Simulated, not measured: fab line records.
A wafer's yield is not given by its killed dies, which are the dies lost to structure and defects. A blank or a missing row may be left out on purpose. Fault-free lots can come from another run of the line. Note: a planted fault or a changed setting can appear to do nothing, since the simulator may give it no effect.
Split-lot trial :: flow sfq_line :: 5 lots, 23 wafers read, on a route of 325 steps

ON THE SPLIT
At SFQ_TRILAYER_M3_LITHO_PEB_078 (peb time 60 s), the setting peb_temp_c was moved away from the recipe's 115 C on 7 of the 23 wafers read, by -2.8% to -1.6%. All remaining wafers had this setting at the recipe value.

No step appears in the file between the split and the reading.

THE READING
M3.cd_nm (the simulator's own value, which no gauge read), in nm, at SFQ_TRILAYER_M3_BARC_OPEN_METAL_ETCH_100 (etches BARC in O2, target depth 125 nm, time 41.7 s). No usual value for it is given in the file. Average 499.0 nm, standard deviation 1.6 nm, over the 16 wafers here run with the recipe.

wafer: L078.2
tool, chamber at the split: litho_track-03, 0
peb_temp_c as run, C: 113.2
against the recipe: -1.6%
M3.cd_nm, nm: 536.3
against lot-mates on the recipe: +34.4

wafer: L078.3
tool, chamber at the split: litho_track-03, 0
peb_temp_c as run, C: 115
against the recipe: recipe
M3.cd_nm, nm: 503.2
against lot-mates on the recipe: -

wafer: L078.4
tool, chamber at the split: litho_track-03, 0
peb_temp_c as run, C: 113.2
against the recipe: -1.6%
M3.cd_nm, nm: 536
against lot-mates on the recipe: +34.1

wafer: L078.5
tool, chamber at the split: litho_track-03, 0
peb_temp_c as run, C: 115
against the recipe: recipe
M3.cd_nm, nm: 500.1
against lot-mates on the recipe: -

wafer: L078.6
tool, chamber at the split: litho_track-03, 0
peb_temp_c as run, C: 115
against the recipe: recipe
M3.cd_nm, nm: 502.4
against lot-mates on the recipe: -

wafer: L079.1
tool, chamber at the split: litho_track-04, 0
peb_temp_c as run, C: 115
against the recipe: recipe
M3.cd_nm, nm: 498.4
against lot-mates on the recipe: -

wafer: L079.2
tool, chamber at the split: litho_track-04, 0
peb_temp_c as run, C: 115
against the recipe: recipe
M3.cd_nm, nm: 497.6
against lot-mates on the recipe: -

wafer: L079.3
tool, chamber at the split: litho_track-04, 0
peb_temp_c as run, C: 115
against the recipe: recipe
M3.cd_nm, nm: 497.5
against lot-mates on the recipe: -

wafer: L081.1
tool, chamber at the split: litho_track-04, 0
peb_temp_c as run, C: 115
against the recipe: recipe
M3.cd_nm, nm: 498.3
against lot-mates on the recipe: -

wafer: L081.2
tool, chamber at the split: litho_track-04, 0
peb_temp_c as run, C: 115
against the recipe: recipe
M3.cd_nm, nm: 499
against lot-mates on the recipe: -

wafer: L081.4
tool, chamber at the split: litho_track-04, 0
peb_temp_c as run, C: 111.8
against the recipe: -2.8%
M3.cd_nm, nm: 564.1
against lot-mates on the recipe: +65.5

wafer: L081.5
tool, chamber at the split: litho_track-04, 0
peb_temp_c as run, C: 115
against the recipe: recipe
M3.cd_nm, nm: 498.5
against lot-mates on the recipe: -

wafer: L081.6
tool, chamber at the split: litho_track-04, 0
peb_temp_c as run, C: 111.8
against the recipe: -2.8%
M3.cd_nm, nm: 564.4
against lot-mates on the recipe: +65.8

wafer: L083.1
tool, chamber at the split: litho_track-01, 0
peb_temp_c as run, C: 115
against the recipe: recipe
M3.cd_nm, nm: 497.9
against lot-mates on the recipe: -

wafer: L083.3
tool, chamber at the split: litho_track-01, 0
peb_temp_c as run, C: 112.3
against the recipe: -2.3%
M3.cd_nm, nm: 553.3
against lot-mates on the recipe: +55.3

wafer: L083.4
tool, chamber at the split: litho_track-01, 0
peb_temp_c as run, C: 112.3
against the recipe: -2.3%
M3.cd_nm, nm: 550.8
against lot-mates on the recipe: +52.8

wafer: L083.5
tool, chamber at the split: litho_track-01, 0
peb_temp_c as run, C: 112.3
against the recipe: -2.3%
M3.cd_nm, nm: 553.7
against lot-mates on the recipe: +55.8

wafer: L083.6
tool, chamber at the split: litho_track-01, 0
peb_temp_c as run, C: 115
against the recipe: recipe
M3.cd_nm, nm: 498
against lot-mates on the recipe: -

wafer: L084.1
tool, chamber at the split: litho_track-04, 0
peb_temp_c as run, C: 115
against the recipe: recipe
M3.cd_nm, nm: 498.4
against lot-mates on the recipe: -

wafer: L084.2
tool, chamber at the split: litho_track-04, 0
peb_temp_c as run, C: 115
against the recipe: recipe
M3.cd_nm, nm: 497.9
against lot-mates on the recipe: -

wafer: L084.3
tool, chamber at the split: litho_track-04, 0
peb_temp_c as run, C: 115
against the recipe: recipe
M3.cd_nm, nm: 498.1
against lot-mates on the recipe: -

wafer: L084.5
tool, chamber at the split: litho_track-04, 0
peb_temp_c as run, C: 115
against the recipe: recipe
M3.cd_nm, nm: 499.7
against lot-mates on the recipe: -

wafer: L084.6
tool, chamber at the split: litho_track-04, 0
peb_temp_c as run, C: 115
against the recipe: recipe
M3.cd_nm, nm: 498.8
against lot-mates on the recipe: -

THE FIT
A straight line over all 23 wafers: M3.cd_nm changes by -23.2 nm for each +1% of peb_temp_c; r = -1.00; the points scatter about the line by 1.6 nm.
The same after taking each lot's own level away (the mean of its wafers on the recipe; 23 wafers): -23.3 nm for each +1%; r = -1.00; scatter 1.1 nm.
That fit puts the effect of the largest move of peb_temp_c on the reading at 65 nm.
From 497.83 to 501.90 nm: that is the span of the lots' own levels, equal to 2.5 times the standard deviation above.
Hence the lot-to-lot level has little effect on the slope; both slopes agree.
Check: for one of the wafers moved furthest among these (-2.8%), held out of the fit, the line's prediction against its lot-mates is +64.4 nm. It came out at +65.5 nm against them.

ADDITIONAL SPLITS CARRIED BY THESE WAFERS
Before the reading, these wafers also passed through other splits. Each is held against what the fit with the lots' levels taken away leaves over:
other split on the same wafers: SFQ_TRILAYER_I1_VIA_ETCH_VIA_ETCH_052 bias_w
wafers away from the commonest value: 9
r with M3.cd_nm (lot level and that fit taken away): -0.09

other split on the same wafers: SFQ_TRILAYER_M2_LITHO_EXPOSE_058 dose_mj
wafers away from the commonest value: 7
r with M3.cd_nm (lot level and that fit taken away): -0.09

other split on the same wafers: SFQ_TRILAYER_M2_ETCH_METAL_ETCH_060 time_s
wafers away from the commonest value: 8
r with M3.cd_nm (lot level and that fit taken away): -0.20

other split on the same wafers: SFQ_TRILAYER_M3_DEP_SPUTTER_073 power_w
wafers away from the commonest value: 8
r with M3.cd_nm (lot level and that fit taken away): -0.22

THE FILE'S OWN FIT
M3.cd_nm changes by -23.2 nm for each +1% of peb_temp_c, r = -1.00.
